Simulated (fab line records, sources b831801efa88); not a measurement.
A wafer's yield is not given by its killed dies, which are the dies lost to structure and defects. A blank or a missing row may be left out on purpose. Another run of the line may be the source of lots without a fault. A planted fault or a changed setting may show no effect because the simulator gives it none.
Which tool is to blame? ; flow gf180mcu ; 14 lots (41 wafers sampled), 1 step of a 602-step route

## WHAT THE GAUGES SHOWED, per wafer
Not one reading of a measure or inspect step in the record can be checked against a usual standard deviation.

## EACH LOT AND THE TOOL THAT RAN IT (in order: tool; ch and the chambers of the sampled wafers; start)
lot;GF_MVSD_IMPLANT_09
L335;implanter-01 ch 0, day 4 10:28
L336;implanter-02 ch 0, day 4 16:56
L339;implanter-01 ch 0, day 5 08:59
L341;implanter-01 ch 0, day 5 21:04
L343;implanter-02 ch 0, day 6 11:07
L344;implanter-03 ch 0, day 6 15:52
L345;implanter-03 ch 0, day 6 20:32
L346;implanter-01 ch 0, day 7 02:14
L347;implanter-03 ch 0, day 7 07:35
L350;implanter-01 ch 0, day 8 02:50
L352;implanter-03 ch 0, day 8 12:52
L356;implanter-01 ch 0, day 9 14:48
L357;implanter-01 ch 0, day 10 03:36
L358;implanter-03 ch 0, day 10 04:32
- GF_MVSD_IMPLANT_09

## WHAT THE TOOLS THEMSELVES READ (means of the sampled wafers that have a number; where no wafer has one, the mark that the record gives instead)
GF_MVSD_IMPLANT_09.
lot;tool;tilt_deg (degrees)
L335;implanter-01;-0.020
L336;implanter-02;0.015
L339;implanter-01;0.008
L341;implanter-01;-0.020
L343;implanter-02;-0.011
L344;implanter-03;0.003
L345;implanter-03;0.002
L346;implanter-01;0.024
L347;implanter-03;0.016
L350;implanter-01;-0.038
L352;implanter-03;-0.011
L356;implanter-01;4.496
L357;implanter-01;4.497
L358;implanter-03;0.023

## THE ANSWER, worked out from the rows above alone
Rule: the usual values come from the lots themselves. Put in order of their means at a reading, lots are off if they are a third of the lots or fewer, leave a main group of 4 or more, and stand apart from it by a gap of 3 or more times the standard deviation of the main group's means; of several such gaps the widest counts. A main group whose means are all the same, to the digits that the tables above print for the reading, isn't used. A lot without any number at a reading at which 4 lots or more have one is off too. Where the step has rows for the other lots, those lots are counted as sound. Order of review: gauges by route order, followed by the tools' own readings, for which a lot's mean as printed above is used. The first step at which some lot is off is used, and at that step the reading that is off furthest; a lot without a number counts as furthest.
Off: L356, L357, at GF_MVSD_IMPLANT_09 (tilt_deg). The main group: mean -0.001 degrees, standard deviation 0.019.
If a tool, at that step or one of the process steps before it, ran each lot that is off and ran no sound lot following the first of them, it fits. One candidate fits, namely implanter-01 at GF_MVSD_IMPLANT_09. Its last sound lot is L350 (day 8 02:50), its first lot that is off L356 (day 9 14:48): a fault that began between those two fits.
The tool's own readings at GF_MVSD_IMPLANT_09 bear it out: on the lots that are off they differ by more than 5 times the standard deviation of the sound lots' means. tilt_deg reads 4.497 degrees there against -0.001 degrees on the sound lots.

## WHAT THE SIMULATOR HAD INSERTED
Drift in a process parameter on implanter-01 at GF_MVSD_IMPLANT_09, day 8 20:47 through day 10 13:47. Setting tilt_deg shifted by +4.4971 from 0. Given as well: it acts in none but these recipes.
Struck lots among those shown: L356, L357. The rule above found the same.
